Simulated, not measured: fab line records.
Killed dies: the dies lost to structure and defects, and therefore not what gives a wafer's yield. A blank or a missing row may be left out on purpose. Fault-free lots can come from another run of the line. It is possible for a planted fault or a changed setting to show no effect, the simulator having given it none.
The tool behind it: which one? ; flow gf180mcu ; 14 lots with 42 wafers sampled at 4 steps, on a route of 602 steps

## WHAT EACH GAUGE READ, for each wafer
GF_STI_THK_MEAS_30. Usual: for STI_OXIDATION_02_THK the level is 9.94 nm and the standard deviation is 0.16.
lot;measured;on;STI_OXIDATION_02_THK (nm);flag
L445;day 2 11:22;film-metro-02;10.17 10.06 9.89;
L446;day 2 17:18;film-metro-02;9.95 9.90 9.92;
L447;day 2 22:38;film-metro-02;9.91 9.83 9.91;
L448;day 3 03:25;film-metro-01;9.69 9.73 9.77;
L453;day 4 06:14;film-metro-03;10.21 10.06 10.19;
L454;day 4 10:48;film-metro-02;9.80 10.08 9.91;
L456;day 4 20:26;film-metro-02;9.65 9.87 9.96;
L461;day 5 20:55;film-metro-01;10.00 9.75 10.09;
L462;day 6 03:25;film-metro-02;10.21 10.16 10.25;
L463;day 6 07:59;film-metro-01;10.00 9.89 9.94;
L464;day 6 14:24;film-metro-02;9.81 9.67 9.49;
L465;day 6 17:26;film-metro-01;10.08 10.11 10.18;
L466;day 6 23:44;film-metro-01;9.84 10.08 9.83;
L467;day 7 04:23;film-metro-01;9.82 9.91 10.01;

GF_VT_IMPLANT_TW_MEAS_43. Usual: for VT_IMPLANT_4_TW the level is 693 and the standard deviation is 8.6.
lot;measured;on;VT_IMPLANT_4_TW;flag
L445;day 7 19:05;film-metro-02;686 686 689;
L446;day 8 03:59;film-metro-04;689 692 688;
L447;day 8 10:17;film-metro-03;701 699 701;
L448;day 8 14:43;film-metro-02;685 686 691;
L453;day 10 03:34;film-metro-03;701 703 705;
L454;day 10 08:47;film-metro-04;690 689 688;
L456;day 10 18:29;film-metro-03;706 706 704;
L461;day 12 06:10;film-metro-04;685 688 686;
L462;day 12 15:18;film-metro-02;687 691 686;
L463;day 12 19:20;film-metro-02;686 684 685;
L464;day 13 03:17;film-metro-03;710 706 707;
L465;day 13 07:59;film-metro-02;690 688 686;
L466;day 13 17:28;film-metro-03;708 708 711;
L467;day 13 22:45;film-metro-03;705 709 710;

GF_POLY_GATE_CD_MEAS_18. Usual: cd-nm 279.6 nm, standard deviation 2.
lot;measured;on;cd-nm (nm);flag
L445;day 9 15:52;cd-sem-01;278.9 279.6 280.0;
L446;day 9 22:47;cd-sem-01;282.3 281.1 278.6;
L447;day 10 10:02;cd-sem-01;281.0 279.3 277.7;
L448;day 10 13:37;cd-sem-01;279.8 280.6 277.1;
L453;day 12 00:37;cd-sem-02;281.3 281.2 284.5;
L454;day 12 08:51;cd-sem-01;276.4 281.2 278.6;
L456;day 12 17:17;cd-sem-02;280.2 281.4 277.9;
L461;day 14 06:26;cd-sem-02;277.9 277.2 279.2;
L462;day 14 16:19;cd-sem-02;278.1 281.7 275.8;
L463;day 14 22:17;cd-sem-01;279.0 279.0 278.5;
L464;day 15 03:29;cd-sem-01;281.7 277.7 274.0;
L465;day 15 10:25;cd-sem-02;279.6 278.9 277.3;
L466;day 15 21:54;cd-sem-01;277.9 276.1 279.2;
L467;day 16 00:46;cd-sem-01;280.9 281.6 279.8;

## TOOL THAT RAN EACH LOT (tool first, then ch and the chambers of the sampled wafers, then the start)
lot;GF_MVPSD_EXPOSE_04
L445;iline-stepper-02 ch 0, day 4 23:03
L446;iline-stepper-01 ch 0, day 5 06:47
L447;iline-stepper-01 ch 0, day 5 11:57
L448;iline-stepper-02 ch 0, day 5 16:51
L453;iline-stepper-02, day 7 00:26
L454;iline-stepper-01, day 7 05:31
L456;iline-stepper-02 ch 0, day 7 14:52
L461;iline-stepper-01 ch 0, day 8 20:45
L462;iline-stepper-02 ch 0, day 9 04:55
L463;iline-stepper-01 ch 0, day 9 09:11
L464;iline-stepper-01 ch 0, day 9 16:14
L465;iline-stepper-01 ch 0, day 9 19:00
L466;iline-stepper-02 ch 0, day 10 02:37
L467;iline-stepper-01 ch 0, day 10 09:19
- GF_MVPSD_EXPOSE_04: exposes mask MVPSD, target cd 1000 nm.

## AS READ BY THE TOOLS THEMSELVES (means over the sampled wafers that have a number; for cases with no such wafer, the mark the record gives instead)
GF_MVPSD_EXPOSE_04. Usual: exposure-dose-mJ-cm2 260.02, standard deviation 0.24; focus-offset-nm 0.0 nm, standard deviation 0.49.
lot;tool;exposure-dose-mJ-cm2;focus-offset-nm (nm);flag
L445;iline-stepper-02;259.82;0.1;
L446;iline-stepper-01;259.95;0.3;
L447;iline-stepper-01;259.88;-0.2;
L448;iline-stepper-02;259.98;0.3;
L453;iline-stepper-02;-;-;OFF
L454;iline-stepper-01;-;-;OFF
L456;iline-stepper-02;259.74;-0.1;
L461;iline-stepper-01;260.18;-0.5;
L462;iline-stepper-02;259.96;0.0;
L463;iline-stepper-01;260.02;0.2;
L464;iline-stepper-01;259.96;-0.1;
L465;iline-stepper-01;259.91;-0.3;
L466;iline-stepper-02;260.16;-0.1;
L467;iline-stepper-01;259.65;0.0;

## THE ANSWER, worked out from the rows above alone
Rule: take the mean of a lot's wafers that have a number; if it is more than 3 standard deviations from the usual mean, the lot is off. Also off: a lot with no number at a reading for which 4 or more lots have one. Any other lot the step has rows for is counted as sound. First the gauges in route order, then the tools' own readings, where a lot's mean is used as printed above. The first step at which some lot is off is used, and at that step the reading that is off furthest; a lot without a number counts as furthest.
Off, at GF_MVPSD_EXPOSE_04 on exposure-dose-mJ-cm2: L453, L454. Without a number there: L453, L454.
If a tool, at that step or one of the process steps before it, ran each lot that is off and ran no sound lot following the first of them, it fits. Of those tried, none fits.

## WHAT WAS PUT IN BY THE SIMULATOR
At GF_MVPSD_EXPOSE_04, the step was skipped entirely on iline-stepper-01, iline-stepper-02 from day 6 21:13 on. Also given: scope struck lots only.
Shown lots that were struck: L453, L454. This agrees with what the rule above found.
